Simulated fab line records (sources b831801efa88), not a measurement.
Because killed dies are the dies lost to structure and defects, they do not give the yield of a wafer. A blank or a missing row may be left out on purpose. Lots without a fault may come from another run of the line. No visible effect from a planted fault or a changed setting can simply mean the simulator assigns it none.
Which tool was responsible? + flow sky130 + Sampling: 6 lots, 18 wafers, 2 of 708 route steps

WHAT THE GAUGES SHOWED, per wafer
SKY_VIA4_OVL_MEAS_11.
| lot  | measured     | on         | VIA4_OVL (nm)  |
|------|--------------|------------|----------------|
| L159 | day 42 10:59 | overlay-02 | 0.5 0.0 0.3    |
| L161 | day 43 20:37 | overlay-02 | -0.9 -1.9 -1.4 |
| L163 | day 45 02:41 | overlay-02 | 1.9 1.1 1.7    |
| L165 | day 45 18:39 | overlay-01 | -1.4 -1.7 -1.7 |
| L168 | day 45 19:29 | overlay-02 | -0.5 0.6 -1.9  |
| L180 | day 48 12:30 | overlay-01 | 2.0 1.5 2.4    |

WHICH TOOL RAN EACH LOT (tool, then ch and the chambers of the sampled wafers, then the start)
| lot  | SKY_VIA1_CMP_02               |
|------|-------------------------------|
| L159 | cmp-01 ch 1,2, day 32 10:56   |
| L161 | cmp-01 ch 0,1,3, day 34 02:30 |
| L163 | cmp-01 ch 1,2,3, day 35 12:25 |
| L165 | cmp-02 ch 0,1,3, day 36 06:02 |
| L168 | cmp-01 ch 0,1,3, day 36 08:02 |
| L180 | cmp-01 ch 0,1,3, day 39 17:24 |
- SKY_VIA1_CMP_02: polishes SiO2.

THE ANSWER, worked out from the rows above alone
Rule: what is usual is taken from the lots themselves. The widest of any qualifying gaps counts: lots, ordered by their means at a reading, are off when they make up no more than a third of the lots, leave a main group of 4 or more, and stand apart from it by 3 or more times the standard deviation of that group's means. A main group is skipped when, at the precision printed for the reading in the tables above, its means are all equal. Also off: a lot with no number at a reading for which 4 or more lots have one. All remaining lots with rows at the step are treated as sound.
No lot is off at any reading shown: from this, nothing can be told.

WHAT THE SIMULATOR HAD INSERTED
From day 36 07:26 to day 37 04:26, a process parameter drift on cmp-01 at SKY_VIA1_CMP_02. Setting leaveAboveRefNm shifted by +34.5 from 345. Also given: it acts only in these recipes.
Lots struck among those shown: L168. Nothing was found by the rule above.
